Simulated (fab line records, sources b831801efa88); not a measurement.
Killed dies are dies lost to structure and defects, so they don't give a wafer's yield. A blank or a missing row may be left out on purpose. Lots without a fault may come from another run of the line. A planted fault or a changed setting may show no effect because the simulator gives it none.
Which tool did it? | flow sfq_line | 7 lots, 20 wafers sampled, at 5 steps of a route of 325

WHAT THE GAUGES READ, wafer by wafer
SFQ_M8_OVL_MEAS_948.
lot  | measured     | on         | M8_OVL (nm)
L945 | day 79 13:37 | overlay-01 | 8 0 2
L947 | day 80 00:26 | overlay-02 | -1 -2 6
L949 | day 81 05:22 | overlay-02 | 7 14 10
L951 | day 83 01:45 | overlay-02 | 0 3 9
L960 | day 91 17:45 | overlay-02 | 14 5
L962 | day 94 19:43 | overlay-02 | 5 3 0
L965 | day 95 08:55 | overlay-02 | -6 4 -4

WHICH TOOL RAN EACH LOT (tool, then ch and the chambers of the sampled wafers, then the start)
lot  | SFQ_TRILAYER_JJ_CE_LITHO_PEB_117  | SFQ_TRILAYER_JJ_CE_METRO_MEASURE_117 | SFQ_TRILAYER_R5_STRIP_STRIP_140   | SFQ_TRILAYER_I7_DEP_PECVD_183
L945 | litho_track-04 ch 0, day 65 00:58 | cd_sem-01, day 65 01:18              | rie_metal-02 ch 0, day 66 08:26   | pecvd-01 ch 1,2, day 75 06:27
L947 | litho_track-01 ch 0, day 65 11:53 | cd_sem-01, day 65 12:14              | rie_metal-03 ch 0,1, day 70 12:35 | pecvd-03 ch 1,2, day 75 15:58
L949 | litho_track-01 ch 0, day 66 09:37 | cd_sem-01, day 66 09:57              | rie_metal-03 ch 0,1, day 71 14:08 | pecvd-01 ch 1,2, day 76 19:08
L951 | litho_track-01 ch 0, day 68 15:53 | cd_sem-01, day 68 16:24              | rie_metal-03 ch 0,1, day 73 13:44 | pecvd-04 ch 0,2, day 78 15:11
L960 | litho_track-04 ch 0, day 71 05:38 | cd_sem-02, day 71 05:58              | rie_metal-04 ch 0,1, day 75 21:53 | pecvd-03 ch 0,1, day 87 13:04
L962 | litho_track-01 ch 0, day 71 09:26 | cd_sem-02, day 71 09:46              | rie_metal-02 ch 0,1, day 76 02:05 | pecvd-03 ch 0,2, day 87 17:52
L965 | litho_track-01 ch 0, day 71 21:14 | cd_sem-01, day 71 21:34              | rie_metal-02 ch 0,1, day 76 13:30 | pecvd-04 ch 0,1,2, day 88 08:11
- SFQ_TRILAYER_JJ_CE_LITHO_PEB_117: peb time 60 s.
- SFQ_TRILAYER_JJ_CE_METRO_MEASURE_117
- SFQ_TRILAYER_R5_STRIP_STRIP_140: strips in O2.
- SFQ_TRILAYER_I7_DEP_PECVD_183: deposits SiO2 from SiH4/N2O, time 111.11 s, target thk 500 nm.

THE ANSWER, worked out from the rows above alone
Rule: what is usual is taken from the lots themselves. Put in order of their means at a reading, lots are off if they are a third of the lots or fewer, leave a main group of 4 or more, and stand apart from it by a gap of 3 or more times the standard deviation of the main group's means; of several such gaps the widest counts. A main group whose means are all the same, to the digits that the tables above print for the reading, isn't used. A lot without any number at a reading at which 4 lots or more have one is off too. The other lots that the step has rows for count as sound.
No lot is off at any reading shown: from this, nothing can be told.

WHAT THE SIMULATOR HAD PUT IN
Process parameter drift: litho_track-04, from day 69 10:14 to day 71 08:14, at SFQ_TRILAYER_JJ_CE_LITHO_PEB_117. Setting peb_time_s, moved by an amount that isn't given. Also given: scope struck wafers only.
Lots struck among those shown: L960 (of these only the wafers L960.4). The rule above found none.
